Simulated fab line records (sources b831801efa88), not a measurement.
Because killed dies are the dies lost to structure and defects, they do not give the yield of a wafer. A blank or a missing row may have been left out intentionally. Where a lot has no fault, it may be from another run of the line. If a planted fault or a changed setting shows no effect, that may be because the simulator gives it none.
A struck lot beside a sound one + flow sky130 + 22 out of 708 route steps
Sound: these wafers, L583.2, L583.3, L583.6. Wafers L593.2, L593.4, L593.6 were the ones struck. The cause is given at the end.
Order at every step that has rows: each side's tool, ch and its chambers, its first start. Under that, the readings that differ: sound wafers + struck wafers + difference of the means + sigmas: that difference in standard deviations of wafers without a fault.
alike: words and numbers the same on both sides, and readings whose means are apart by under 2 such deviations; not compared: readings that were withheld, readings missing a value for some wafer, numbers with overlapping values and no deviation given by the record, and bounds like >300 which may hide the same value.
A row with sigmas, a row that says differs or no value, or rows on one side alone: a step with any of these is where the two part. Non-overlapping numbers with no deviation appear without sigmas and do not part them. A reading that every wafer of one side lacks parts them only if that side has two wafers or more.

SKY_METAL1_SPUTTER_00: material Ti, target thk 15 nm, time 10 s.
  sound on pvdSputter-03 at day 31 13:24; struck on pvdSputter-04 at day 35 09:26
  alike: throttleValvePct
SKY_METAL1_SPUTTER_01: material TiN, target thk 20 nm, time 16.7 s.
  sound on pvdSputter-03 at day 31 13:25; struck on pvdSputter-04 at day 35 09:28
  alike: throttleValvePct
SKY_METAL1_SPUTTER_02: material AlCu, target thk 250 nm, time 13.3 s.
  sound on pvdSputter-03 at day 31 13:27; struck on pvdSputter-04 at day 35 09:29
  alike: throttleValvePct
SKY_METAL1_SPUTTER_03: material Ti, target thk 5 nm, time 3.3 s.
  sound on pvdSputter-03 at day 31 13:28; struck on pvdSputter-04 at day 35 09:31
  alike: throttleValvePct
then, 1 step without rows for these wafers: SKY_METAL1_SPUTTER_04 (material TiN, target thk 70 nm, time 58.3 s).
SKY_METAL1_RS_MEAS_05: the measuring method here is four-point-probe.
  sound on filmMetro-04 at day 31 13:34; struck on filmMetro-04 at day 35 09:36
  alike: METAL1_ALCU_RS
SKY_METAL1_THK_MEAS_06: measures by xrf.
  sound on filmMetro-04 at day 31 13:40; struck on filmMetro-04 at day 35 09:43
  alike: METAL1_ALCU_THK
then, 5 steps without rows for these wafers: SKY_METAL1_DEHYDRATE_07 (time 60 s); SKY_METAL1_HMDS_08 (prime time 60 s); SKY_METAL1_COAT_09 (resist thk 60 nm); SKY_METAL1_COAT_10 (resist thk 450 nm); SKY_METAL1_SOFTBAKE_11 (time 90 s).
SKY_METAL1_EXPOSE_12: exposes mask MM1, target cd 140 nm.
  sound on krfScanner-01 ch 0, day 32 03:35; struck on krfScanner-01 ch 0, day 35 22:26
  alike: mask, stageVelMmS
then, 2 steps without rows for these wafers: SKY_METAL1_PEB_13; SKY_METAL1_DEVELOP_14 (develop time 60 s).
SKY_METAL1_CD_MEAS_15: target cd 140 nm.
  sound on cdSem-01 at day 32 16:50; struck on cdSem-01 at day 36 11:55
| reading   | sound             | struck            | difference | sigmas |
|-----------|-------------------|-------------------|------------|--------|
| cdNm (nm) | 141.0 141.1 140.2 | 136.7 138.1 136.8 | -3.6       | -2     |
  not compared: hold
SKY_METAL1_OVL_MEAS_16:
  sound on overlay-02 at day 32 16:56; struck on overlay-01 at day 36 12:01
  alike: METAL1_OVL
SKY_METAL1_DESCUM_17: chemistry O2, time 8 s.
  sound on rieMetal-01 ch 0,1, day 32 16:58; struck on rieMetal-02 ch 0, day 36 12:03
| reading                | sound             | struck            | difference | sigmas |
|------------------------|-------------------|-------------------|------------|--------|
| oesProductAu (a.u.)    | 1.004 0.989 0.999 | 1.011 1.012 1.012 | +0.014     | +2     |
| model.METAL1.cdNm (nm) | 140.8 141.4 140   | 136.7 138.2 137.5 | -3.3       |        |
  alike: drypumpMotorCurrentA
  not compared: rfHoursCounterH
SKY_METAL1_ETCH_18: etches BARC in N2/H2, stops on SiO2, time 45.9 s, target depth 60 nm.
  sound on rieMetal-01 ch 0,1, day 32 16:59; struck on rieMetal-02 ch 0, day 36 12:05
| reading             | sound             | struck            | difference | sigmas |
|---------------------|-------------------|-------------------|------------|--------|
| oesProductAu (a.u.) | 0.858 0.848 0.845 | 0.859 0.865 0.858 | +0.010     | +2     |
  alike: biasW, drypumpMotorCurrentA, throttleValvePct
  not compared: rfHoursCounterH
SKY_METAL1_METAL_ETCH_19: etches the open film in Cl2/BCl3, stops on SiO2, target depth 360 nm, time 78 s.
  sound on rieMetal-01 ch 0,1, day 32 17:04; struck on rieMetal-02 ch 0, day 36 12:09
| reading                | sound             | struck            | difference | sigmas |
|------------------------|-------------------|-------------------|------------|--------|
| model.METAL1.cdNm (nm) | 139.5 142.4 139.5 | 135.2 135.7 135.2 | -5.1       |        |
  alike: biasW, drypumpMotorCurrentA, oesProductAu, throttleValvePct
  not compared: rfHoursCounterH
then, 1 step without rows for these wafers: SKY_METAL1_STRIP_20 (strips in O2/N2).
SKY_PAD_OPEN_PROBE_99:
  the record holds rows for the sound wafers here (prober-02, day 45 15:20) but none for the struck ones

WHERE THEY PART
Last at SKY_PAD_OPEN_PROBE_99 as far as this record goes, first at SKY_METAL1_CD_MEAS_15.

WHY: what the simulator had put in
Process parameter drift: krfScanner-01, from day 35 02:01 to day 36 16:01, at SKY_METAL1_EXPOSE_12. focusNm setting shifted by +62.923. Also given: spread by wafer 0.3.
